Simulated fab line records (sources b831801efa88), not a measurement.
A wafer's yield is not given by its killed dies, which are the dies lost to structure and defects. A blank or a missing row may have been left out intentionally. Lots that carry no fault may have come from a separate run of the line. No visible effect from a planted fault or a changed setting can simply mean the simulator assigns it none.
The tool behind it: which one? || flow sky130 || Sampling: 15 lots, 45 wafers, 2 of 708 route steps

WHAT EACH GAUGE READ, for each wafer
No reading from a measuring or inspecting step in the record can be judged against a usual standard deviation.

TOOL THAT RAN EACH LOT (tool first, then ch and the chambers of the sampled wafers, then the start)
{"lot": "L905", "SKY_VIA3_COAT_07": "lithoTrack-01 ch 0, day 38 15:00", "SKY_PAD_OPEN_PROBE_99": "-"}
{"lot": "L908", "SKY_VIA3_COAT_07": "lithoTrack-02 ch 0, day 39 16:00", "SKY_PAD_OPEN_PROBE_99": "-"}
{"lot": "L909", "SKY_VIA3_COAT_07": "lithoTrack-01 ch 0, day 39 22:00", "SKY_PAD_OPEN_PROBE_99": "-"}
{"lot": "L910", "SKY_VIA3_COAT_07": "lithoTrack-03 ch 0, day 40 06:00", "SKY_PAD_OPEN_PROBE_99": "prober-02, day 46 17:53"}
{"lot": "L911", "SKY_VIA3_COAT_07": "lithoTrack-03 ch 0, day 41 22:00", "SKY_PAD_OPEN_PROBE_99": "-"}
{"lot": "L912", "SKY_VIA3_COAT_07": "lithoTrack-03 ch 0, day 42 02:00", "SKY_PAD_OPEN_PROBE_99": "-"}
{"lot": "L913", "SKY_VIA3_COAT_07": "lithoTrack-01 ch 0, day 42 03:00", "SKY_PAD_OPEN_PROBE_99": "-"}
{"lot": "L915", "SKY_VIA3_COAT_07": "lithoTrack-03 ch 0, day 42 03:00", "SKY_PAD_OPEN_PROBE_99": "-"}
{"lot": "L917", "SKY_VIA3_COAT_07": "lithoTrack-01 ch 0, day 42 13:00", "SKY_PAD_OPEN_PROBE_99": "-"}
{"lot": "L919", "SKY_VIA3_COAT_07": "lithoTrack-01 ch 0, day 42 19:00", "SKY_PAD_OPEN_PROBE_99": "-"}
{"lot": "L920", "SKY_VIA3_COAT_07": "lithoTrack-01 ch 0, day 43 08:00", "SKY_PAD_OPEN_PROBE_99": "prober-02, day 49 05:40"}
{"lot": "L921", "SKY_VIA3_COAT_07": "lithoTrack-02 ch 0, day 43 15:00", "SKY_PAD_OPEN_PROBE_99": "-"}
{"lot": "L922", "SKY_VIA3_COAT_07": "lithoTrack-02 ch 0, day 45 07:00", "SKY_PAD_OPEN_PROBE_99": "-"}
{"lot": "L927", "SKY_VIA3_COAT_07": "lithoTrack-03 ch 0, day 45 11:00", "SKY_PAD_OPEN_PROBE_99": "-"}
{"lot": "L928", "SKY_VIA3_COAT_07": "lithoTrack-03 ch 0, day 45 12:00", "SKY_PAD_OPEN_PROBE_99": "-"}
- SKY_VIA3_COAT_07: resist thk 450 nm.
- SKY_PAD_OPEN_PROBE_99

WHAT THE TOOLS THEMSELVES READ (means of the sampled wafers that have a number; where no wafer has one, the mark that the record gives instead)
SKY_VIA3_COAT_07.
{"lot": "L905", "tool": "lithoTrack-01", "spinSpeedRpm (rpm)": 2997.8}
{"lot": "L908", "tool": "lithoTrack-02", "spinSpeedRpm (rpm)": 3000.7}
{"lot": "L909", "tool": "lithoTrack-01", "spinSpeedRpm (rpm)": 3002.2}
{"lot": "L910", "tool": "lithoTrack-03", "spinSpeedRpm (rpm)": 3000.5}
{"lot": "L911", "tool": "lithoTrack-03", "spinSpeedRpm (rpm)": 2998.7}
{"lot": "L912", "tool": "lithoTrack-03", "spinSpeedRpm (rpm)": 3001.7}
{"lot": "L913", "tool": "lithoTrack-01", "spinSpeedRpm (rpm)": 2997.9}
{"lot": "L915", "tool": "lithoTrack-03", "spinSpeedRpm (rpm)": 3000.2}
{"lot": "L917", "tool": "lithoTrack-01", "spinSpeedRpm (rpm)": 3059.0}
{"lot": "L919", "tool": "lithoTrack-01", "spinSpeedRpm (rpm)": 3061.2}
{"lot": "L920", "tool": "lithoTrack-01", "spinSpeedRpm (rpm)": 3059.7}
{"lot": "L921", "tool": "lithoTrack-02", "spinSpeedRpm (rpm)": 3001.9}
{"lot": "L922", "tool": "lithoTrack-02", "spinSpeedRpm (rpm)": 2999.2}
{"lot": "L927", "tool": "lithoTrack-03", "spinSpeedRpm (rpm)": 3002.0}
{"lot": "L928", "tool": "lithoTrack-03", "spinSpeedRpm (rpm)": 3000.9}

SKY_PAD_OPEN_PROBE_99.
{"lot": "L910", "tool": "prober-02", "defectLimitedYield (%)": 83.4, "killed_at_M0_to_M3": 40, "killed_at_M4_up": 3.7, "killedAtContacts": 26, "killedAtFrontEnd": 11, "killedAtOther": 0.0, "killedDies": 82, "killedOpen": 42, "killedShort": 40, "sort_bin_3_pad_short (%)": 0.6, "sort_bin_5_function (%)": 10.4, "sort_bin_6_memory (%)": 5.6, "sortNPass": 410, "sortYieldPct (%)": 83.4}
{"lot": "L920", "tool": "prober-02", "defectLimitedYield (%)": 82.7, "killed_at_M0_to_M3": 48, "killed_at_M4_up": 3.0, "killedAtContacts": 19, "killedAtFrontEnd": 15, "killedAtOther": 0.7, "killedDies": 85, "killedOpen": 40, "killedShort": 45, "sort_bin_3_pad_short (%)": 0.8, "sort_bin_5_function (%)": 11.1, "sort_bin_6_memory (%)": 5.4, "sortNPass": 407, "sortYieldPct (%)": 82.7}

THE ANSWER, worked out from the rows above alone
Rule: the usual values come from the lots themselves. Put in order of their means at a reading, lots are off if they are a third of the lots or fewer, leave a main group of 4 or more, and stand apart from it by a gap of 3 or more times the standard deviation of the main group's means; of several such gaps the widest counts. A main group whose means are all the same, to the digits that the tables above print for the reading, isn't used. Also off: a lot with no number at a reading for which 4 or more lots have one. The other lots that the step has rows for count as sound. Order of review: gauges by route order, followed by the tools' own readings, for which a lot's mean as printed above is used. The first step at which some lot is off is used, and at that step the reading that is off furthest; a lot without a number counts as furthest.
Off: L917, L919, L920, at SKY_VIA3_COAT_07 (spinSpeedRpm). Main group: mean 3000.3 rpm, sd 1.5.
A tool fits if, at that step or a process step before it, it ran every lot that is off, and no sound lot after the first of them. One candidate fits, namely lithoTrack-01 at SKY_VIA3_COAT_07. A fault onset in the window from L913 (day 42 03:00, its last sound lot) to L917 (day 42 13:00, its first lot off) fits.
On the lots that are off, the tool's own readings at SKY_VIA3_COAT_07 differ by more than 5 times the standard deviation of the sound lots' means, which bears it out; spinSpeedRpm reads 3060.0 rpm there versus 3000.3 rpm on the sound lots.

WHAT HAD BEEN PUT IN BY THE SIMULATOR
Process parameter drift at SKY_VIA3_COAT_07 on lithoTrack-01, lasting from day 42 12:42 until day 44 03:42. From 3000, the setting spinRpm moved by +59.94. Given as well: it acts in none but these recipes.
Struck lots among those shown: L917, L919, L920. Same finding as the rule above.
